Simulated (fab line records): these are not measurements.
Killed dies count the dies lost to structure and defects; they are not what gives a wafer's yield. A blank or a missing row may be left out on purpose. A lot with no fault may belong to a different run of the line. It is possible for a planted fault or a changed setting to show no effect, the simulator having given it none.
fab line records    flow sky130
[record] lots = 11  wafers = 32  last_day = 50
route steps=708 shown LDD_P@263 SD_P@329 SD_N@354 PAD_OPEN@708
lots with no fault: from the same line, run without faults
start_h: start of the lot's first displayed wafer, in hours after the record's first day    wait_h: time in hours since the lot's previous step    " the same as in the row above    L1.1+2: a single row standing in for several wafers    - no value present, or no start provided    * or withheld: withheld    < > ~ a bound
route shown NAME@n: a module of which the file shows steps, and the number in the route of the first    usual: average and standard deviation across the fault-free wafers    same: alike in all rows    chamber/n: place in a boat    sites: per-site readings    _std_site: how widely they spread, as a standard deviation    _edge_site: mean of outer sites minus mean of inner sites    radius_mm: how far each site lies from the wafer's centre    mask NAME#n: copy n    behind: the most recent tool/chamber to have shaped the wafer    hold: the reason the lot was held/the length of the hold in hours/how it ended    device: whichever transistor did not switch (one of n, p or np)    end of line: tests of these same wafers at the route's end    step lacking rows: just its recipe    killed: the dies lost at the first sort to structure and to defects; this is not the yield of the wafer    map: the dies of a wafer, with x for killed, . for not killed, _ for no die there
set.NAME: the setting that was run; set.NAME@STEP: the one run at that earlier step    model.NAME: the simulator's own value behind a step, which no gauge read
route steps across a sampled set of lots; one table per step, one row per wafer
services: a tool's chamber out of use, with start hour (start_h, from the record's first day; less than 0 if before it), hours out, and reason
[[steps]]
[step SKY_LDD_P_OVL_MEAS_08]
[usual] LDD_P_OVL = 0.3/1.5
lot.wafer  tool        chamber  start_h  wait_h  LDD_P_OVL[nm]
L873.1     overlay-02  -        458.06   0.1     1.5
L873.4     "           -        "        "       2.4
L873.6     "           -        "        "       1.2
L874.2     overlay-01  -        470.26   0.1     -1.9
L874.4     "           -        "        "       -0.8
L874.6     "           -        "        "       -2.6
L885.1     overlay-02  -        563.87   0.1     0.9
L885.3     "           -        "        "       1.9
L884.1     overlay-01  -        564.52   0.1     -0.9
L884.3     "           -        "        "       -1.1
L884.4     "           -        "        "       -0.5
L886.1     overlay-01  -        572.32   0.1     2.8
L886.3     "           -        "        "       0.0
L886.4     "           -        "        "       1.9
L887.1     overlay-02  -        584.01   0.1     -1.0
L887.2     "           -        "        "       -1.8
L887.5     "           -        "        "       -0.6
L888.1     overlay-01  -        597.87   0.1     0.9
L888.3     "           -        "        "       -0.3
L888.5     "           -        "        "       1.2
L889.2     overlay-02  -        603.66   0.1     0.6
L889.3     "           -        "        "       -1.0
L889.5     "           -        "        "       1.8
L890.1     overlay-01  -        609.77   0.1     1.8
L890.2     "           -        "        "       1.1
L890.4     "           -        "        "       0.8
L891.4     overlay-02  -        616.44   0.1     2.2
L891.5     "           -        "        "       1.8
L891.6     "           -        "        "       5.0
L893.1     overlay-02  -        639.05   0.1     0.5
L893.4     "           -        "        "       0.9
L893.5     "           -        "        "       -0.2
[step SKY_SD_P_IMPLANT_09]
[recipe] species = BF2  energy_kev = 20  dose_cm2 = 3e+15  tilt_deg = 0
[usual] end_station_pressure_torr = 1.47e-05/8.5e-07
lot.wafer  tool          chamber  start_h  wait_h  end_station_pressure_torr
L873.1     implanter-02  0        611.21   0.0     1.36e-05
L873.4     "             0        "        "       1.47e-05
L873.6     "             0        "        "       1.49e-05
L874.2     implanter-01  0        622.08   0.0     1.48e-05
L874.4     "             0        "        "       1.5e-05
L874.6     "             0        "        "       1.5e-05
L885.1     implanter-02  0        713.66   0.0     1.4e-05
L885.3     "             0        "        "       1.42e-05
L884.1     implanter-02  0        714.94   0.0     1.34e-05
L884.3     "             0        "        "       1.41e-05
L884.4     "             0        "        "       1.43e-05
L886.1     implanter-01  0        720.61   0.0     1.45e-05
L886.3     "             0        "        "       1.39e-05
L886.4     "             0        "        "       1.5e-05
L887.1     implanter-01  0        731.26   0.0     1.57e-05
L887.2     "             0        "        "       1.51e-05
L887.5     "             0        "        "       1.44e-05
L888.1     implanter-04  0        743.11   0.0     1.48e-05
L888.3     "             0        "        "       1.48e-05
L888.5     "             0        "        "       1.6e-05
L889.2     implanter-01  0        747.61   0.0     1.53e-05
L889.3     "             0        "        "       1.42e-05
L889.5     "             0        "        "       1.59e-05
L890.1     implanter-01  0        754.86   0.0     1.39e-05
L890.2     "             0        "        "       1.49e-05
L890.4     "             0        "        "       1.5e-05
L891.4     implanter-04  0        762.57   0.1     1.46e-05
L891.5     "             0        "        "       1.6e-05
L891.6     "             0        "        "       1.52e-05
L893.1     implanter-02  0        782.04   0.0     1.33e-05
L893.4     "             0        "        "       1.39e-05
L893.5     "             0        "        "       1.53e-05
[step SKY_SD_P_STRIP_10]
[recipe] chemistry = O2/N2  power_w = 1400  pressure_mtorr = 1500  platen_temp_c = withheld  o2_flow_sccm = 3000  n2_flow_sccm = 300  overash_fraction = 0.5
[usual] drypump_motor_current_A = 5.9/0.4  oes_product_au = 0.617/0.0043  strip_time_to_endpoint_s = 17.52/0.036
lot.wafer  tool             chamber  start_h  wait_h  drypump_motor_current_A  oes_product_au  rf_hours_counter_h  strip_time_to_endpoint_s
L873.1     plasma_asher-03  0        611.36   0.1     6.6                      0.617           92                  17.49
L873.4     "                1        "        "       5.9                      0.615           -                   17.48
L873.6     "                0        "        "       6.5                      0.617           -                   17.52
L874.2     plasma_asher-02  0        622.21   0.1     5.9                      0.620           19                  17.51
L874.4     "                0        "        "       5.9                      0.617           -                   17.54
L874.6     "                1        "        "       6.0                      0.616           -                   17.53
L885.1     plasma_asher-03  0        713.81   0.1     6.5                      0.617           103                 17.17
L885.3     "                0        "        "       6.5                      0.613           -                   17.58
L884.1     plasma_asher-01  1        715.09   0.1     5.4                      0.627           57                  17.08
L884.3     "                0        "        "       5.2                      0.611           -                   17.54
L884.4     "                1        "        "       5.4                      0.613           -                   17.51
L886.1     plasma_asher-02  1        720.76   0.1     6.0                      0.617           29                  17.50
L886.3     "                1        "        "       6.0                      0.616           -                   17.49
L886.4     "                0        "        "       5.9                      0.625           -                   17.48
L887.1     plasma_asher-03  0        731.41   0.1     6.5                      0.615           105                 17.48
L887.2     "                1        "        "       5.9                      0.624           105                 17.51
L887.5     "                0        "        "       6.5                      0.626           -                   17.51
L888.1     plasma_asher-02  1        743.26   0.1     6.0                      0.622           31                  17.53
L888.3     "                0        "        "       5.9                      0.613           -                   17.48
L888.5     "                0        "        "       5.9                      0.623           -                   17.54
L889.2     plasma_asher-02  0        747.74   0.1     6.0                      0.617           32                  17.48
L889.3     "                1        "        "       6.0                      0.615           -                   17.50
L889.5     "                1        "        "       6.0                      0.617           -                   17.49
L890.1     plasma_asher-02  1        755.01   0.1     6.0                      0.622           32                  17.50
L890.2     "                0        "        "       6.0                      0.612           32                  17.52
L890.4     "                1        "        "       6.0                      0.616           -                   17.55
L891.4     plasma_asher-01  0        762.67   0.1     5.2                      0.607           -                   17.57
L891.5     "                0        "        "       5.2                      0.623           -                   17.51
L891.6     "                1        "        "       5.4                      0.616           -                   17.58
L893.1     plasma_asher-03  1        782.19   0.1     5.9                      0.617           4                   17.51
L893.4     "                1        "        "       5.9                      0.614           -                   17.51
L893.5     "                1        "        "       5.9                      0.616           -                   17.51
[step SKY_SD_P_TW_MEAS_11]
[usual] SD_P_TW = 2837/25
lot.wafer  tool           chamber  start_h  wait_h  SD_P_TW
L873.1     film_metro-04  -        611.46   0.1     2852
L873.4     "              -        "        "       2841
L873.6     "              -        "        "       2849
L874.2     film_metro-03  -        622.32   0.1     2877
L874.4     "              -        "        "       2869
L874.6     "              -        "        "       2894
L885.1     film_metro-04  -        713.91   0.1     2714
L885.3     "              -        "        "       2839
L884.1     film_metro-04  -        715.19   0.1     2720
L884.3     "              -        "        "       2842
L884.4     "              -        "        "       2846
L886.1     film_metro-02  -        720.86   0.1     2810
L886.3     "              -        "        "       2811
L886.4     "              -        "        "       2811
L887.1     film_metro-03  -        731.51   0.1     2867
L887.2     "              -        "        "       2874
L887.5     "              -        "        "       2882
L888.1     film_metro-04  -        743.36   0.1     2849
L888.3     "              -        "        "       2827
L888.5     "              -        "        "       2843
L889.2     film_metro-04  -        747.85   0.1     2824
L889.3     "              -        "        "       2845
L889.5     "              -        "        "       2837
L890.1     film_metro-02  -        755.11   0.1     2814
L890.2     "              -        "        "       2805
L890.4     "              -        "        "       2806
L891.4     film_metro-04  -        762.77   0.1     2833
L891.5     "              -        "        "       2831
L891.6     "              -        "        "       2840
L893.1     film_metro-03  -        782.29   0.1     2844
L893.4     "              -        "        "       2847
L893.5     "              -        "        "       2851
[step SKY_SD_N_TW_MEAS_12]
[usual] SD_N_TW = 3985/35
lot.wafer  tool           chamber  start_h  wait_h  SD_N_TW
L873.1     film_metro-03  -        669.41   0.1     4031
L873.4     "              -        "        "       4036
L873.6     "              -        "        "       4019
L874.2     film_metro-02  -        680.45   0.1     3958
L874.4     "              -        "        "       3961
L874.6     "              -        "        "       3975
L885.1     film_metro-04  -        769.71   0.1     3967
L885.3     "              -        "        "       3991
L884.1     film_metro-04  -        770.44   0.1     3971
L884.3     "              -        "        "       3995
L884.4     "              -        "        "       3978
L886.1     film_metro-02  -        775.64   0.1     3943
L886.3     "              -        "        "       3966
L886.4     "              -        "        "       3940
L887.1     film_metro-02  -        786.11   0.1     3962
L887.2     "              -        "        "       3963
L887.5     "              -        "        "       3956
L888.1     film_metro-04  -        796.84   0.1     4003
L888.3     "              -        "        "       4002
L888.5     "              -        "        "       4021
L889.2     film_metro-04  -        801.40   0.1     4019
L889.3     "              -        "        "       3976
L889.5     "              -        "        "       4001
L890.1     film_metro-03  -        808.59   0.1     4032
L890.2     "              -        "        "       4017
L890.4     "              -        "        "       4024
L891.4     film_metro-04  -        815.84   0.1     4019
L891.5     "              -        "        "       4014
L891.6     "              -        "        "       4005
L893.1     film_metro-02  -        835.26   0.1     3948
L893.4     "              -        "        "       3947
L893.5     "              -        "        "       3980
[step SKY_SD_N_RTA_14]
[recipe] temp_c = 1075  time_s = 2  idle_temp_c = 650  ramp_up_c_per_s = 150  ramp_down_c_per_s = 90  ambient = N2
[usual] lamp_power_pct = 15.73/0.053  ramp_down_c_per_s = 90.000/0.016  wafer_temp_C_max = 1078.0/1.3
lot.wafer  tool           chamber  start_h  wait_h  lamp_power_pct  ramp_down_c_per_s  wafer_temp_C_max
L873.1     rtp_anneal-01  0        669.52   0.0     15.70           90.008             1080.2
L873.4     "              0        "        "       15.67           89.999             1078.1
L873.6     "              0        "        "       15.70           90.007             1077.3
L874.2     rtp_anneal-02  0        680.56   0.0     15.72           90.017             1077.5
L874.4     "              0        "        "       15.73           90.019             1079.0
L874.6     "              0        "        "       15.72           89.977             1079.2
L885.1     rtp_anneal-02  0        769.82   0.0     15.67           89.982             1077.6
L885.3     "              0        "        "       15.76           90.011             1079.4
L884.1     rtp_anneal-01  0        770.55   0.0     15.69           90.014             1077.4
L884.3     "              0        "        "       15.63           89.980             1080.2
L884.4     "              0        "        "       15.79           90.017             1076.8
L886.1     rtp_anneal-02  0        775.75   0.0     15.80           90.029             1076.1
L886.3     "              0        "        "       15.75           89.986             1078.4
L886.4     "              0        "        "       15.72           90.036             1076.9
L887.1     rtp_anneal-01  0        786.22   0.0     15.70           90.014             1079.1
L887.2     "              0        "        "       15.68           90.020             1078.4
L887.5     "              0        "        "       15.70           89.989             1077.9
L888.1     rtp_anneal-02  0        796.95   0.0     15.66           90.024             1078.9
L888.3     "              0        "        "       15.77           89.970             1077.2
L888.5     "              0        "        "       15.80           89.981             1077.6
L889.2     rtp_anneal-01  0        801.51   0.0     15.69           89.990             1077.9
L889.3     "              0        "        "       15.74           90.030             1077.9
L889.5     "              0        "        "       15.72           90.020             1079.7
L890.1     rtp_anneal-02  0        808.70   0.0     15.71           90.003             1078.9
L890.2     "              0        "        "       15.65           90.014             1076.3
L890.4     "              0        "        "       15.82           89.978             1078.2
L891.4     rtp_anneal-01  0        815.94   0.0     15.69           89.992             1076.0
L891.5     "              0        "        "       15.74           90.001             1078.4
L891.6     "              0        "        "       15.69           89.996             1077.6
L893.1     rtp_anneal-01  0        835.37   0.0     15.73           89.990             1079.7
L893.4     "              0        "        "       15.71           90.010             1077.1
L893.5     "              0        "        "       15.72           90.002             1076.9
[step SKY_SD_N_RS_MEAS_17]
[recipe] thk_meas_gauge = four-point-probe
[usual] SD_P_RS = 147.2/0.33
lot.wafer  tool           chamber  start_h  wait_h  SD_P_RS[ohm/sq]
L873.1     film_metro-04  -        669.81   0.1     146.9
L873.4     "              -        "        "       146.4
L873.6     "              -        "        "       147.0
L874.2     film_metro-04  -        680.86   0.1     147.0
L874.4     "              -        "        "       147.1
L874.6     "              -        "        "       147.0
L885.1     film_metro-03  -        770.12   0.1     150.5
L885.3     "              -        "        "       146.6
L884.1     film_metro-04  -        770.90   0.1     150.8
L884.3     "              -        "        "       147.7
L884.4     "              -        "        "       147.4
L886.1     film_metro-03  -        776.04   0.1     147.5
L886.3     "              -        "        "       147.1
L886.4     "              -        "        "       146.9
L887.1     film_metro-04  -        786.51   0.1     147.2
L887.2     "              -        "        "       147.7
L887.5     "              -        "        "       147.2
L888.1     film_metro-02  -        797.25   0.1     146.6
L888.3     "              -        "        "       146.7
L888.5     "              -        "        "       147.0
L889.2     film_metro-03  -        801.82   0.1     147.0
L889.3     "              -        "        "       147.0
L889.5     "              -        "        "       147.3
L890.1     film_metro-04  -        808.99   0.1     147.2
L890.2     "              -        "        "       147.3
L890.4     "              -        "        "       147.7
L891.4     film_metro-03  -        816.27   0.1     146.6
L891.5     "              -        "        "       147.0
L891.6     "              -        "        "       146.9
L893.1     film_metro-02  -        835.66   0.1     146.9
L893.4     "              -        "        "       146.7
L893.5     "              -        "        "       146.6
[step SKY_PAD_OPEN_PROBE_99]
[usual] killed_at_M0_to_M3 = 44/7  killed_at_M4_up = 3.2/1.8  killed_at_contacts = 24/5.1  killed_at_front_end = 15/4.3  killed_at_other = 0.3/0.5  killed_dies = 86/9.6  killed_open = 48/7.1  killed_short = 38/6.7
[same] gross_dies = 492  killed_at_back_side = 0
lot.wafer  tool       chamber  start_h  wait_h  killed_at_M0_to_M3  killed_at_M4_up  killed_at_contacts  killed_at_front_end  killed_at_other  killed_dies  killed_open  killed_short
L886.1     prober-01  -        1166.56  0.1     42                  1                21                  13                   0                77           38           39
L886.3     prober-01  -        1166.66  0.2     48                  2                16                  17                   0                83           43           39
L886.4     prober-01  -        1166.71  0.2     36                  2                21                  11                   0                70           46           24
L888.1     prober-01  -        1182.27  0.1     47                  4                12                  18                   0                81           52           28
L888.3     prober-01  -        1182.37  0.2     56                  2                20                  13                   1                92           52           38
L888.5     prober-01  -        1182.47  0.2     49                  2                25                  15                   1                92           55           35
L889.2     prober-02  -        1183.79  0.1     45                  4                28                  13                   0                90           49           41
L889.3     prober-02  -        1183.84  0.2     47                  4                15                  22                   0                88           58           30
L889.5     prober-02  -        1183.94  0.2     52                  7                23                  11                   1                94           56           38
L891.4     prober-02  -        1193.35  0.2     46                  3                20                  18                   1                88           45           42
L891.5     prober-02  -        1193.40  0.2     34                  7                23                  18                   0                82           47           35
L891.6     prober-02  -        1193.45  0.2     41                  4                30                  13                   0                88           48           38
// killed by level:class
L886.1 VIA1:geometric_particle:open=10 LI_CONTACT:geometric_particle:open=8 VIA1:geometric_particle:short=7 CONTACT:geometric_particle:open=6 METAL1:geometric_particle:short=6 VIA2:geometric_particle:open=6 FIELD_ISO:geometric_particle:short=4 CONTACT:geometric_particle:short=4
L886.3 VIA2:geometric_particle:open=10 VIA3:geometric_particle:open=7 CONTACT:geometric_particle:open=6 VIA1:geometric_particle:open=6 POLY_GATE:geometric_particle:short=5 CONTACT:geometric_particle:short=5 METAL1:geometric_particle:short=5 VIA1:geometric_particle:short=5
L886.4 CONTACT:geometric_particle:open=9 VIA2:geometric_particle:open=9 VIA1:geometric_particle:open=9 LI_CONTACT:geometric_particle:open=8 METAL1:geometric_particle:short=5 VIA3:geometric_particle:open=4 POLY_GATE:geometric_particle:open=3 SONOS_ONO:geometric_particle:short=2
L888.1 VIA1:geometric_particle:open=13 VIA3:geometric_particle:open=9 VIA2:geometric_particle:open=7 POLY_GATE:geometric_particle:short=5 LI_CONTACT:geometric_particle:open=5 VIA1:geometric_particle:short=5 POLY_GATE:geometric_particle:open=4 METAL2:geometric_particle:short=4
L888.3 VIA3:geometric_particle:open=11 METAL1:geometric_particle:short=10 VIA1:geometric_particle:open=10 VIA1:geometric_particle:short=8 VIA2:geometric_particle:open=7 CONTACT:geometric_particle:open=6 LI_CONTACT:geometric_particle:short=4 LI_CONTACT:geometric_particle:open=4
L888.5 VIA1:geometric_particle:open=16 CONTACT:geometric_particle:open=11 LI_CONTACT:geometric_particle:open=6 VIA3:geometric_particle:open=6 CONTACT:geometric_particle:short=5 METAL2:geometric_particle:short=5 METAL2:geometric_particle:open=4 VIA2:geometric_particle:open=4
L889.2 LI_CONTACT:geometric_particle:open=12 VIA1:geometric_particle:open=12 CONTACT:geometric_particle:open=8 VIA1:geometric_particle:short=6 VIA2:geometric_particle:open=5 VIA3:geometric_particle:short=5 CONTACT:geometric_particle:short=4 METAL2:geometric_particle:short=4
L889.3 FIELD_ISO:geometric_particle:open=12 VIA3:geometric_particle:open=11 VIA2:geometric_particle:open=10 VIA1:geometric_particle:open=8 CONTACT:geometric_particle:short=5 VIA1:geometric_particle:short=5 FIELD_ISO:geometric_particle:short=4 CONTACT:geometric_particle:open=4
L889.5 VIA1:geometric_particle:open=14 CONTACT:geometric_particle:open=9 METAL1:geometric_particle:short=8 VIA2:geometric_particle:open=8 VIA3:geometric_particle:open=6 LI_CONTACT:geometric_particle:open=5 FIELD_ISO:geometric_particle:open=4 LI_CONTACT:geometric_particle:short=4
L891.4 VIA1:geometric_particle:open=10 POLY_GATE:geometric_particle:open=6 VIA2:geometric_particle:open=6 CONTACT:geometric_particle:open=6 METAL1:geometric_particle:short=6 METAL2:geometric_particle:short=6 VIA2:geometric_particle:short=6 POLY_GATE:geometric_particle:short=5
L891.5 LI_CONTACT:geometric_particle:open=8 VIA1:geometric_particle:open=8 METAL1:geometric_particle:short=7 VIA3:geometric_particle:open=7 FIELD_ISO:geometric_particle:open=6 CONTACT:geometric_particle:open=6 METAL4:geometric_particle:short=6 LOCAL_INTERCONNECT:geometric_particle:short=5
L891.6 CONTACT:geometric_particle:open=11 LI_CONTACT:geometric_particle:open=9 VIA1:geometric_particle:open=9 VIA2:geometric_particle:open=8 METAL2:geometric_particle:short=7 LOCAL_INTERCONNECT:geometric_particle:short=5 METAL4:geometric_particle:short=4 VIA3:geometric_particle:short=4
[[services]]
tool             chamber  start_h  hours  kind
plasma_asher-03  -        591.78   4.2    repair
implanter-04     -        656.48   0.6    repair
implanter-01     -        681.59   2.2    repair
plasma_asher-03  -        733.75   9.0    pm
plasma_asher-03  0        733.75   9.0    vent_cycle
plasma_asher-03  1        733.75   9.0    vent_cycle
plasma_asher-03  0        742.75   -      clean
plasma_asher-03  1        742.75   -      clean
implanter-02     -        776.17   3.9    pm
implanter-04     -        787.86   4.1    repair
implanter-04     -        808.06   1.3    repair
implanter-04     -        824.94   3.1    pm
[[key]]
[first_sign] step = SKY_SD_P_STRIP_10  reading = strip_time_to_endpoint_s  direction = down  sigmas = 11  usual = *  struck = *
[effect] step = SKY_SD_P_TW_MEAS_11  reading = SD_P_TW  direction = down  sigmas = 4.8  usual = 2837  struck = 2717
[effect] step = SKY_SD_N_RS_MEAS_17  reading = SD_P_RS  direction = up  sigmas = 11  usual = 147.2  struck = 150.7
met_at SKY_SD_P_IMPLANT_09
struck_lots L884,L885
struck_wafers L884.1,L885.1
tester_left_out L884,L885
not_acting_at SKY_LDD_P_OVL_MEAS_08,SKY_SD_N_TW_MEAS_12,SKY_SD_N_RTA_14
onset_between 611.21 713.66
[fault] kind = process_parameter_drift  tool = implanter-02  chamber = -  onset_h = 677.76  steps = SKY_SD_P_IMPLANT_09  channel = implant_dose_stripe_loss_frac  offset = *  shape = step  end_h = 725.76  scope = struck_wafers_only
// tester_left_out: of these lots the tester's yield and bins aren't shown, on N5 and GAA mostly nor the transistor test; their killed dies are dies lost to structure and defects alone, not to doping, threshold or leakage, so they don't give the yield
